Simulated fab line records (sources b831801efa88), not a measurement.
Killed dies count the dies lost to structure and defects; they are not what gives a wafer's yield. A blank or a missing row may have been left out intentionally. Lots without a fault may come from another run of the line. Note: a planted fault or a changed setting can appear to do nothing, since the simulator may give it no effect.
Which tool is to blame? / flow gf180mcu / Sampling: 13 lots, 38 wafers, 2 of 602 route steps

WHAT THE GAUGES SHOWED, per wafer
GF_MIM_THK_MEAS_11: measures by xrf.
lot=L742; measured=day 25 03:43; on=film_metro-03; MIM_ALCU_THK (nm)=194.1 190.9 193.6
lot=L744; measured=day 26 00:40; on=film_metro-01; MIM_ALCU_THK (nm)=194.7 197.8 196.3
lot=L746; measured=day 26 12:26; on=film_metro-01; MIM_ALCU_THK (nm)=194.2 193.9 197.1
lot=L747; measured=day 26 21:22; on=film_metro-01; MIM_ALCU_THK (nm)=197.3 196.5 197.5
lot=L748; measured=day 27 04:00; on=film_metro-03; MIM_ALCU_THK (nm)=195.0 194.1 193.8
lot=L753; measured=day 28 11:32; on=film_metro-03; MIM_ALCU_THK (nm)=197.1 196.1 195.3
lot=L755; measured=day 29 04:40; on=film_metro-03; MIM_ALCU_THK (nm)=194.8 194.6
lot=L756; measured=day 29 18:14; on=film_metro-04; MIM_ALCU_THK (nm)=193.6 193.9 197.1
lot=L758; measured=day 30 01:10; on=film_metro-04; MIM_ALCU_THK (nm)=197.4 197.8 196.7
lot=L760; measured=day 30 16:01; on=film_metro-01; MIM_ALCU_THK (nm)=192.1 194.1 196.5
lot=L761; measured=day 30 20:13; on=film_metro-04; MIM_ALCU_THK (nm)=197.4 196.8 196.6
lot=L762; measured=day 31 01:58; on=film_metro-04; MIM_ALCU_THK (nm)=196.3 195.2 193.2
lot=L763; measured=day 31 12:16; on=film_metro-01; MIM_ALCU_THK (nm)=197.6 195.6 195.0

WHAT TOOL EACH LOT RAN ON (gives the tool, then ch and the chambers of the sampled wafers, and finally the start)
lot=L742; GF_MIM_SPUTTER_03=pvd_sputter-02, day 25 03:20
lot=L744; GF_MIM_SPUTTER_03=pvd_sputter-02, day 26 00:18
lot=L746; GF_MIM_SPUTTER_03=pvd_sputter-03, day 26 12:02
lot=L747; GF_MIM_SPUTTER_03=pvd_sputter-01, day 26 21:00
lot=L748; GF_MIM_SPUTTER_03=pvd_sputter-01, day 27 03:37
lot=L753; GF_MIM_SPUTTER_03=pvd_sputter-03, day 28 11:10
lot=L755; GF_MIM_SPUTTER_03=pvd_sputter-03, day 29 04:17
lot=L756; GF_MIM_SPUTTER_03=pvd_sputter-02, day 29 17:52
lot=L758; GF_MIM_SPUTTER_03=pvd_sputter-02, day 30 00:48
lot=L760; GF_MIM_SPUTTER_03=pvd_sputter-02, day 30 15:38
lot=L761; GF_MIM_SPUTTER_03=pvd_sputter-03, day 30 19:50
lot=L762; GF_MIM_SPUTTER_03=pvd_sputter-02, day 31 01:34
lot=L763; GF_MIM_SPUTTER_03=pvd_sputter-01, day 31 11:52
- GF_MIM_SPUTTER_03: material Ti, target thk 10 nm, time 6.7 s.

AS READ BY THE TOOLS THEMSELVES (means over the sampled wafers that have a number; for cases with no such wafer, the mark the record gives instead)
GF_MIM_SPUTTER_03.
lot=L742; tool=pvd_sputter-02; throttle_valve_pct (%)=29.9
lot=L744; tool=pvd_sputter-02; throttle_valve_pct (%)=30.0
lot=L746; tool=pvd_sputter-03; throttle_valve_pct (%)=30.9
lot=L747; tool=pvd_sputter-01; throttle_valve_pct (%)=29.6
lot=L748; tool=pvd_sputter-01; throttle_valve_pct (%)=29.9
lot=L753; tool=pvd_sputter-03; throttle_valve_pct (%)=30.4
lot=L755; tool=pvd_sputter-03; throttle_valve_pct (%)=31.5
lot=L756; tool=pvd_sputter-02; throttle_valve_pct (%)=30.1
lot=L758; tool=pvd_sputter-02; throttle_valve_pct (%)=29.9
lot=L760; tool=pvd_sputter-02; throttle_valve_pct (%)=29.9
lot=L761; tool=pvd_sputter-03; throttle_valve_pct (%)=31.0
lot=L762; tool=pvd_sputter-02; throttle_valve_pct (%)=29.7
lot=L763; tool=pvd_sputter-01; throttle_valve_pct (%)=29.7

THE ANSWER, worked out from the rows above alone
Rule: what is usual is taken from the lots themselves. Put in order of their means at a reading, lots are off if they are a third of the lots or fewer, leave a main group of 4 or more, and stand apart from it by a gap of 3 or more times the standard deviation of the main group's means; of several such gaps the widest counts. The tables above print the reading to a certain number of digits; a main group whose means all agree to those digits is not used. Also off: a lot with no number at a reading for which 4 or more lots have one. Where the step has rows for the other lots, those lots are counted as sound. After the gauges, taken in route order, come the tools' own readings; for these a lot's mean is taken, as printed above. The first step at which some lot is off is used, and at that step the reading that is off furthest; a lot without a number counts as furthest.
No lot is off on any of the readings shown, so nothing can be concluded from this.

WHAT THE SIMULATOR HAD PUT IN
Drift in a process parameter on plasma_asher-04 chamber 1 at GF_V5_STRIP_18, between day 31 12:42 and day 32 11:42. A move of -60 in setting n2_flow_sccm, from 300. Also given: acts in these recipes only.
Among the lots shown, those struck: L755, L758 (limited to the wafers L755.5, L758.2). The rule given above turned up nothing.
